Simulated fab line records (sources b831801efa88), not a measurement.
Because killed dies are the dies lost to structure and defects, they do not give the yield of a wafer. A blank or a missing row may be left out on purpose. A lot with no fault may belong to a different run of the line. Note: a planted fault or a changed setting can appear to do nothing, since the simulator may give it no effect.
Which tool was responsible? ; flow gf180mcu ; 11 lots with 33 wafers sampled at 7 steps, on a route of 602 steps

WHAT THE GAUGES READ, wafer by wafer
GF_CONTACT_RS_MEAS_25: a four-point-probe measurement.
lot;measured;on;CONTACT_W_RS (ohm/sq)
L512;day 17 15:25;film metro-03;0.373 0.370 0.375
L513;day 17 23:49;film metro-04;0.376 0.374 0.382
L514;day 18 08:29;film metro-02;0.382 0.389 0.374
L517;day 19 15:25;film metro-04;0.376 0.373 0.387
L519;day 20 12:14;film metro-04;0.386 0.379 0.381
L520;day 20 18:22;film metro-02;0.382 0.386 0.385
L521;day 20 22:28;film metro-03;0.382 0.378 0.390
L523;day 21 18:23;film metro-03;0.230 0.228 0.230
L524;day 21 20:49;film metro-03;0.227 0.231 0.232
L525;day 22 12:01;film metro-03;0.226 0.229 0.229
L530;day 23 20:20;film metro-02;0.382 0.384 0.379

GF_CONTACT_THK_MEAS_26: measures by xrf.
lot;measured;on;CONTACT_W_THK (nm)
L512;day 17 15:32;film metro-03;294 296 292
L513;day 17 23:56;film metro-04;293 296 289
L514;day 18 08:36;film metro-02;293 287 298
L517;day 19 15:32;film metro-04;294 295 286
L519;day 20 12:21;film metro-04;288 291 291
L520;day 20 18:29;film metro-02;293 290 291
L521;day 20 22:35;film metro-03;293 298 286
L523;day 21 18:30;film metro-03;471 475 470
L524;day 21 20:56;film metro-03;475 468 470
L525;day 22 12:08;film metro-03;476 473 471
L530;day 23 20:26;film metro-02;293 292 297

GF_M1_RS_MEAS_05: a four-point-probe measurement.
lot;measured;on;M1_ALCU_RS (ohm/sq)
L512;day 17 16:07;film metro-01;0.0693 0.0694 0.0676
L513;day 18 00:31;film metro-04;0.0684 0.0700 0.0687
L514;day 18 09:11;film metro-01;0.0703 0.0705 0.0701
L517;day 19 16:07;film metro-02;0.0706 0.0688 0.0697
L519;day 20 12:56;film metro-02;0.0690 0.0703 0.0686
L520;day 20 19:05;film metro-02;0.0672 0.0697 0.0682
L521;day 20 23:11;film metro-04;0.0677 0.0690 0.0694
L523;day 21 19:05;film metro-01;0.0666 0.0685 0.0668
L524;day 21 21:31;film metro-01;0.0688 0.0695 0.0684
L525;day 22 12:43;film metro-04;0.0704 0.0712 0.0710
L530;day 23 21:02;film metro-02;0.0695 0.0699 0.0705

EACH LOT AND THE TOOL THAT RAN IT (in order: tool; ch and the chambers of the sampled wafers; start)
lot;GF_CONTACT_CMP_04;GF_CONTACT_ETCH_16;GF_CONTACT_CVD_24;GF_CONTACT_CMP_27
L512;cmp-02 ch 1,3, day 16 16:01;rie diel-02 ch 1,2,3, day 17 14:46;cvd w-01 ch 0,1, day 17 15:19;cmp-01 ch 0,2,3, day 17 15:39
L513;cmp-01 ch 0,1,2, day 17 00:11;rie diel-01 ch 2,3, day 17 23:10;cvd w-01 ch 0,1, day 17 23:43;cmp-01 ch 0,3, day 18 00:03
L514;cmp-01 ch 2,3, day 17 07:56;rie diel-03 ch 0,3, day 18 07:48;cvd w-01 ch 0,1, day 18 08:22;cmp-02 ch 0,1,3, day 18 08:39
L517;cmp-02 ch 1,2,3, day 18 14:01;rie diel-03 ch 1,3, day 19 14:44;cvd w-01 ch 0,1, day 19 15:18;cmp-01 ch 0,1, day 19 15:35
L519;cmp-02 ch 0,1,2, day 19 11:11;rie diel-03 ch 0,1,3, day 20 11:28;cvd w-02 ch 1, day 20 12:02;cmp-01 ch 0,1,2, day 20 12:25
L520;cmp-02 ch 0,2,3, day 19 17:23;rie diel-02 ch 0,1, day 20 17:36;cvd w-02 ch 1, day 20 18:10;cmp-01 ch 0,2,3, day 20 18:33
L521;cmp-02 ch 2,3, day 19 21:22;rie diel-02 ch 0,1, day 20 21:48;cvd w-01 ch 0,1, day 20 22:22;cmp-01 ch 2,3, day 20 22:38
L523;cmp-02 ch 0,1, day 20 16:22;rie diel-03 ch 0,1, day 21 17:37;cvd w-01 ch 1, day 21 18:12;cmp-01 ch 0,2,3, day 21 18:39
L524;cmp-02 ch 2,3, day 20 19:58;rie diel-03 ch 0,2,3, day 21 20:10;cvd w-01 ch 0,1, day 21 20:43;cmp-02 ch 0,2,3, day 21 21:00
L525;cmp-01 ch 1,2,3, day 21 11:40;rie diel-02 ch 1,2,3, day 22 11:19;cvd w-01 ch 0,1, day 22 11:52;cmp-02 ch 0,1,3, day 22 12:11
L530;cmp-01 ch 0,1,2, day 22 20:47;rie diel-01 ch 0,3, day 23 19:30;cvd w-02 ch 1, day 23 20:10;cmp-01 ch 2,3, day 23 20:31
- GF_CONTACT_CMP_04: polishes SiO2.
- GF_CONTACT_ETCH_16: etches BARC in N2/H2.
- GF_CONTACT_CVD_24: deposits W, target thk 300 nm, time 90.339 s.
- GF_CONTACT_CMP_27: polishes, stops on SiO2, t overpolish 15 s, target thk 0 nm.

AS READ BY THE TOOLS THEMSELVES (means over the sampled wafers that have a number; for cases with no such wafer, the mark the record gives instead)
GF_CONTACT_CMP_04.
lot;tool;motor current A (A);time to endpoint s (s)
L512;cmp-02;12.4;117
L513;cmp-01;11.9;106
L514;cmp-01;11.7;113
L517;cmp-02;11.9;109
L519;cmp-02;11.6;108
L520;cmp-02;12.4;103
L521;cmp-02;11.5;110
L523;cmp-02;11.9;108
L524;cmp-02;12.6;110
L525;cmp-01;12.2;106
L530;cmp-01;11.9;115

GF_CONTACT_ETCH_16.
lot;tool;drypump motor current A (A);oes product au (a.u.);rf fwd power W (W);throttle valve pct (%)
L512;rie diel-02;5.9;0.854;493.0;13.234
L513;rie diel-01;5.7;0.859;494.9;13.222
L514;rie diel-03;5.9;0.857;495.6;13.221
L517;rie diel-03;5.8;0.852;493.6;13.231
L519;rie diel-03;5.8;0.851;493.8;13.225
L520;rie diel-02;5.4;0.855;495.9;13.233
L521;rie diel-02;5.4;0.859;495.1;13.214
L523;rie diel-03;5.8;0.855;493.7;13.221
L524;rie diel-03;5.8;0.854;494.5;13.235
L525;rie diel-02;5.9;0.851;493.6;13.215
L530;rie diel-01;5.4;0.853;495.6;13.230

GF_CONTACT_CVD_24.
lot;tool;heater power w (W);susceptor temp C (C)
L512;cvd w-01;834;400.09
L513;cvd w-01;832;399.93
L514;cvd w-01;824;400.37
L517;cvd w-01;831;399.99
L519;cvd w-02;1012;400.14
L520;cvd w-02;995;399.69
L521;cvd w-01;839;399.93
L523;cvd w-01;1039;443.17
L524;cvd w-01;1065;443.09
L525;cvd w-01;1052;442.89
L530;cvd w-02;1003;400.13

GF_CONTACT_CMP_27.
lot;tool;motor current A (A);time to endpoint s (s)
L512;cmp-01;10.4;77
L513;cmp-01;10.8;74
L514;cmp-02;11.7;74
L517;cmp-01;11.2;73
L519;cmp-01;10.7;72
L520;cmp-01;10.4;69
L521;cmp-01;10.8;71
L523;cmp-01;10.4;119
L524;cmp-02;11.3;121
L525;cmp-02;11.5;124
L530;cmp-01;10.5;75

THE ANSWER, worked out from the rows above alone
Rule: the lots themselves supply what counts as usual. The widest of any qualifying gaps counts: lots, ordered by their means at a reading, are off when they make up no more than a third of the lots, leave a main group of 4 or more, and stand apart from it by 3 or more times the standard deviation of that group's means. A main group whose means are all the same, to the digits that the tables above print for the reading, isn't used. A lot without any number at a reading at which 4 lots or more have one is off too. Any other lot the step has rows for is counted as sound. First the gauges in route order, then the tools' own readings, where a lot's mean is used as printed above. At the first step where some lot is off, the reading lying furthest off is the one used; lots without a number count as furthest.
Off: at GF_CONTACT_RS_MEAS_25 (CONTACT_W_RS), L523, L524, L525. The main group: mean 0.380 ohm/sq, standard deviation 0.0036.
If a tool, at a process step before that reading, ran all the lots that are off and no sound lot after the first of them, it fits. The gauges at GF_CONTACT_RS_MEAS_25 aren't tried: what is off there is off at GF_CONTACT_CVD_24 too, on other tools, and a gauge's error can't cause that. One fits: GF_CONTACT_CVD_24 on cvd w-01. A fault onset in the window from L521 (day 20 22:22, its last sound lot) to L523 (day 21 18:12, its first lot off) fits.
The tool's own readings at GF_CONTACT_CVD_24 bear it out: on the lots that are off they differ by more than 5 times the standard deviation of the sound lots' means. susceptor temp C reads 443.05 C there against 400.03 C on the sound lots.

WHAT WAS PUT IN BY THE SIMULATOR
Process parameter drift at GF_CONTACT_CVD_24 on cvd w-01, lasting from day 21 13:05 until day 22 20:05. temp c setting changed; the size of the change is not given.
Struck lots among those shown: L523, L524, L525. The rule above reached the same finding.
